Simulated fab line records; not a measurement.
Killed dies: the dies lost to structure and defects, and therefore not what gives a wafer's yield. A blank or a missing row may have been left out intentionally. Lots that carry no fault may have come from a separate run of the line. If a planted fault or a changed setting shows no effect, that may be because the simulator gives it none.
A lot that was struck, set against a sound lot | flow sky130 | 34 steps out of a route of 708
Sound: wafers L162.1, L162.3, L162.6. Struck: wafer L180.6 (L180.1, L180.2, from the same lot, were not struck and are left out); the cause is given at the end.
Order at every step that has rows: each side's tool, ch and its chambers, its first start. Under that, the readings that differ: sound wafers | struck wafers | difference of the means | sigmas: that difference in standard deviations of wafers without a fault.
alike: readings with means less than 2 such deviations apart, plus words and numbers identical on both sides. not compared: withheld readings, readings lacking a value on some wafer, bounds such as >300 that could conceal the same value, and numbers that have no deviation in the record and whose values overlap.
A row with sigmas, a row that says differs or no value, or rows on one side alone: a step with any of these is where the two part. Numbers that have no deviation but don't overlap get no sigmas and don't part them. A reading that every wafer of one side lacks parts them only if that side has two wafers or more.

first, 9 steps without rows for these wafers: SKY_VIA1_ETCH_14 (etches BARC in N2/H2, stops on SiO2, time 45.9 s, target depth 60 nm); SKY_VIA1_ETCH_15 (etches SiO2 in C4F8/O2/Ar, stops on TiN, target depth 351 nm, time 54 s); SKY_VIA1_STRIP_16 (strips in O2/N2); SKY_VIA1_STRIP_17 (strips in post etch residue remover, time 1200 s); SKY_VIA1_CLEAN_18 (cleans in IPA, time 180 s); SKY_VIA1_CLEAN_19 (cleans in O3/DIW); SKY_VIA1_SPUTTER_20 (material TiN, target thk 20 nm, time 80 s); SKY_VIA1_CVD_21 (deposits W, target thk 270 nm, time 80.902 s); SKY_VIA1_CMP_24 (polishes, stops on SiO2, t overpolish 15 s, target thk 0 nm).
SKY_METAL2_SPUTTER_00: material Ti, target thk 15 nm, time 10 s.
  sound: pvd-sputter-04 at day 34 21:22; struck: pvd-sputter-02 at day 40 10:02
  alike: throttle-valve-pct
then, 23 steps without rows for these wafers: SKY_METAL2_SPUTTER_01 (material TiN, target thk 20 nm, time 16.7 s); SKY_METAL2_SPUTTER_02 (material AlCu, target thk 250 nm, time 13.3 s); SKY_METAL2_SPUTTER_03 (material Ti, target thk 5 nm, time 3.3 s); SKY_METAL2_SPUTTER_04 (material TiN, target thk 70 nm, time 58.3 s); SKY_METAL2_DEHYDRATE_07 (time 60 s); SKY_METAL2_HMDS_08 (prime time 60 s); SKY_METAL2_COAT_09 (resist thk 60 nm); SKY_METAL2_COAT_10 (resist thk 450 nm); SKY_METAL2_SOFTBAKE_11 (time 90 s); SKY_METAL2_EXPOSE_12 (exposes mask MM2, target cd 140 nm); SKY_METAL2_PEB_13; SKY_METAL2_DEVELOP_14 (develop time 60 s); SKY_METAL2_DESCUM_17 (chemistry O2, time 8 s); SKY_METAL2_ETCH_18 (etches BARC in N2/H2, stops on SiO2, time 45.9 s, target depth 60 nm); SKY_METAL2_METAL_ETCH_19 (etches the open film in Cl2/BCl3, stops on SiO2, target depth 360 nm, time 78 s); SKY_METAL2_STRIP_20 (strips in O2/N2); SKY_METAL2_STRIP_21 (strips in post etch residue remover, time 1200 s); SKY_METAL2_CLEAN_22 (cleans in IPA, time 180 s); SKY_METAL2_CLEAN_23 (cleans in O3/DIW); SKY_VIA2_HDPCVD_00 (deposits SiO2, target thk 1180 nm, time 196.7 s); SKY_VIA2_CMP_02 (polishes SiO2); SKY_VIA2_DEHYDRATE_04 (time 60 s); SKY_VIA2_HMDS_05 (prime time 60 s).
-- the record jumps here: 11 days lie between the struck wafers' starts before and after (it left off in module VIA2 and takes up again in module PAD_OPEN, whose first step shown is number 708 of the route) --
SKY_PAD_OPEN_PROBE_99:
  sound: prober-02 at day 46 20:10; struck: prober-02 at day 50 22:11
  reading                               | sound               | struck                   | difference                   | sigmas
  hold                                  | - - -               | await-dispo/6.6h/release | no value on the sound wafers |
  defect-limited-yield (%)              | 83.1 81.3 83.3      | 74.4                     | -8.2                         | -4
  killed_at_M0_to_M3                    | 39 39 38            | 86                       | +47                          | +6
  killed-at-front-end                   | 14 17 18            | 8                        | -8                           | -2
  killed-dies                           | 83 92 82            | 126                      | +40                          | +4
  sort_bin_3_pad_short (%)              | 0.8 0.4 0.2         | 2.4                      | +1.9                         | +4
  sort_bin_5_function (%)               | 10.8 9.8 8.7        | 16.3                     | +6.5                         | +4
  sort-n-pass                           | 409 400 410         | 366                      | -40                          | -4
  sort-yield-pct (%)                    | 83.1 81.3 83.3      | 74.4                     | -8.2                         | -4
  model.etest.tester.sort-n-pass        | 409 400 410         | 366                      | -40                          |
  model.etest.tester.sort-yield-pct (%) | 83.13 81.3 83.33    | 74.39                    | -8.20                        |
  model.etest.tester.sort_bin_5_pct (%) | 10.77 9.756 8.74    | 16.26                    | +6.50                        |
  model.etest.tester.sort_bin_3_pct (%) | 0.813 0.4065 0.2033 | 2.439                    | +1.965                       |
  alike: killed_at_M4_up, killed-at-contacts, killed-at-other, killed-open, killed-short, sort_bin_6_memory

WHERE THEY PART
Within this record, at SKY_PAD_OPEN_PROBE_99 only.

WHY: what had been put in by the simulator
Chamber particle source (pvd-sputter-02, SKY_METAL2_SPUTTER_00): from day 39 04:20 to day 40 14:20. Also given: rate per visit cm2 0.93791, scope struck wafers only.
